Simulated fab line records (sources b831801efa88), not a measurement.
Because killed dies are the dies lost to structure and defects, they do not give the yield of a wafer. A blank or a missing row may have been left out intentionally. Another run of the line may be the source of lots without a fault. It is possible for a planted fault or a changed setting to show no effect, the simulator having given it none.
What tool caused it? / flow gf180mcu / 33 wafers from 11 lots sampled at 3 of the route's 602 steps

WHAT THE GAUGES READ, wafer by wafer
GF_CONTACT_BOW_MEAS_05. Usual: for CONTACT_BOW the level is 64 um and the standard deviation is 7.5.
lot=L788; measured=day 17 00:58; on=film_metro-03; CONTACT_BOW (um)=66 53 54; flag=
lot=L790; measured=day 17 16:26; on=film_metro-04; CONTACT_BOW (um)=67 91 68; flag=
lot=L793; measured=day 18 20:14; on=film_metro-03; CONTACT_BOW (um)=54 67 72; flag=
lot=L794; measured=day 19 05:16; on=film_metro-02; CONTACT_BOW (um)=57 60 64; flag=
lot=L795; measured=day 19 14:24; on=film_metro-02; CONTACT_BOW (um)=58 52 67; flag=
lot=L797; measured=day 19 22:21; on=film_metro-03; CONTACT_BOW (um)=73 61 63; flag=
lot=L803; measured=day 21 16:13; on=film_metro-04; CONTACT_BOW (um)=74 61 61; flag=
lot=L804; measured=day 22 03:50; on=film_metro-04; CONTACT_BOW (um)=81 65 58; flag=
lot=L805; measured=day 22 14:44; on=film_metro-04; CONTACT_BOW (um)=70 53 61; flag=
lot=L806; measured=day 22 19:01; on=film_metro-02; CONTACT_BOW (um)=53 64 76; flag=
lot=L807; measured=day 23 03:43; on=film_metro-04; CONTACT_BOW (um)=73 64 64; flag=

WHAT TOOL EACH LOT RAN ON (gives the tool, then ch and the chambers of the sampled wafers, and finally the start)
lot=L788; GF_CONTACT_CVD_02=pecvd-04 ch 0,2, day 17 00:31; GF_CONTACT_CMP_04=cmp-01 ch 1,3, day 17 00:38
lot=L790; GF_CONTACT_CVD_02=pecvd-02 ch 0,2, day 17 16:01; GF_CONTACT_CMP_04=cmp-02 ch 1,2, day 17 16:08
lot=L793; GF_CONTACT_CVD_02=pecvd-02 ch 0,1,2, day 18 19:49; GF_CONTACT_CMP_04=cmp-02 ch 0,1,3, day 18 19:59
lot=L794; GF_CONTACT_CVD_02=pecvd-01 ch 0,1, day 19 04:50; GF_CONTACT_CMP_04=cmp-01 ch 2,3, day 19 05:01
lot=L795; GF_CONTACT_CVD_02=pecvd-04 ch 0,1,2, day 19 13:58; GF_CONTACT_CMP_04=cmp-01 ch 0,1,3, day 19 14:09
lot=L797; GF_CONTACT_CVD_02=pecvd-01 ch 1,2, day 19 21:53; GF_CONTACT_CMP_04=cmp-01 ch 0,1, day 19 22:04
lot=L803; GF_CONTACT_CVD_02=pecvd-02 ch 0,1, day 21 15:47; GF_CONTACT_CMP_04=cmp-02 ch 0,2,3, day 21 16:01
lot=L804; GF_CONTACT_CVD_02=pecvd-04 ch 0,1,2, day 22 03:23; GF_CONTACT_CMP_04=cmp-02 ch 0,1,2, day 22 03:37
lot=L805; GF_CONTACT_CVD_02=pecvd-01 ch 0,1, day 22 14:19; GF_CONTACT_CMP_04=cmp-01 ch 1,2,3, day 22 14:29
lot=L806; GF_CONTACT_CVD_02=pecvd-01 ch 0,1,2, day 22 18:24; GF_CONTACT_CMP_04=cmp-02 ch 0,1,3, day 22 18:41
lot=L807; GF_CONTACT_CVD_02=pecvd-04 ch 0,2, day 23 03:16; GF_CONTACT_CMP_04=cmp-01 ch 0,3, day 23 03:23
- GF_CONTACT_CVD_02: deposits SiO2 from TEOS, target thk 860 nm, time 95.992 s.
- GF_CONTACT_CMP_04: polishes SiO2.

WHAT THE TOOLS THEMSELVES READ (means of the sampled wafers that have a number; where no wafer has one, the mark that the record gives instead)
GF_CONTACT_CVD_02. Usual: heater_power_w 688 W, standard deviation 130.
lot=L788; tool=pecvd-04; heater_power_w (W)=733; flag=
lot=L790; tool=pecvd-02; heater_power_w (W)=574; flag=
lot=L793; tool=pecvd-02; heater_power_w (W)=650; flag=
lot=L794; tool=pecvd-01; heater_power_w (W)=790; flag=
lot=L795; tool=pecvd-04; heater_power_w (W)=608; flag=
lot=L797; tool=pecvd-01; heater_power_w (W)=707; flag=
lot=L803; tool=pecvd-02; heater_power_w (W)=782; flag=
lot=L804; tool=pecvd-04; heater_power_w (W)=565; flag=
lot=L805; tool=pecvd-01; heater_power_w (W)=832; flag=
lot=L806; tool=pecvd-01; heater_power_w (W)=728; flag=
lot=L807; tool=pecvd-04; heater_power_w (W)=659; flag=

GF_CONTACT_CMP_04. Usual: motor_current_A 12.0 A, standard deviation 0.64; platen_rpm 60.00 rpm, standard deviation 0.04; slurry_flow_ml_min 150.0, standard deviation 0.46; time_to_endpoint_s 111 s, standard deviation 5.
lot=L788; tool=cmp-01; motor_current_A (A)=12.4; platen_rpm (rpm)=60.07; slurry_flow_ml_min=150.7; time_to_endpoint_s (s)=113; flag=
lot=L790; tool=cmp-02; motor_current_A (A)=10.9; platen_rpm (rpm)=60.01; slurry_flow_ml_min=149.9; time_to_endpoint_s (s)=108; flag=
lot=L793; tool=cmp-02; motor_current_A (A)=11.9; platen_rpm (rpm)=60.00; slurry_flow_ml_min=149.8; time_to_endpoint_s (s)=116; flag=
lot=L794; tool=cmp-01; motor_current_A (A)=12.0; platen_rpm (rpm)=60.03; slurry_flow_ml_min=149.8; time_to_endpoint_s (s)=103; flag=
lot=L795; tool=cmp-01; motor_current_A (A)=12.4; platen_rpm (rpm)=60.01; slurry_flow_ml_min=149.7; time_to_endpoint_s (s)=116; flag=
lot=L797; tool=cmp-01; motor_current_A (A)=12.0; platen_rpm (rpm)=60.00; slurry_flow_ml_min=149.8; time_to_endpoint_s (s)=108; flag=
lot=L803; tool=cmp-02; motor_current_A (A)=11.6; platen_rpm (rpm)=59.98; slurry_flow_ml_min=150.0; time_to_endpoint_s (s)=112; flag=
lot=L804; tool=cmp-02; motor_current_A (A)=11.5; platen_rpm (rpm)=60.01; slurry_flow_ml_min=150.1; time_to_endpoint_s (s)=114; flag=
lot=L805; tool=cmp-01; motor_current_A (A)=12.5; platen_rpm (rpm)=59.97; slurry_flow_ml_min=149.5; time_to_endpoint_s (s)=111; flag=
lot=L806; tool=cmp-02; motor_current_A (A)=12.0; platen_rpm (rpm)=59.99; slurry_flow_ml_min=149.8; time_to_endpoint_s (s)=112; flag=
lot=L807; tool=cmp-01; motor_current_A (A)=11.9; platen_rpm (rpm)=60.01; slurry_flow_ml_min=150.3; time_to_endpoint_s (s)=115; flag=

THE ANSWER, worked out from the rows above alone
Rule: a lot is off if the mean of its wafers that have a number lies more than 3 standard deviations from the usual mean. A lot without any number at a reading at which 4 lots or more have one is off too. Any other lot the step has rows for is counted as sound. The gauges are gone through in route order, then the tools' own readings, and for those a lot's mean is taken as printed above. The first step at which some lot is off is used, and at that step the reading that is off furthest; a lot without a number counts as furthest.
No lot is off at any reading shown: from this, nothing can be told.

WHAT THE SIMULATOR HAD PUT IN
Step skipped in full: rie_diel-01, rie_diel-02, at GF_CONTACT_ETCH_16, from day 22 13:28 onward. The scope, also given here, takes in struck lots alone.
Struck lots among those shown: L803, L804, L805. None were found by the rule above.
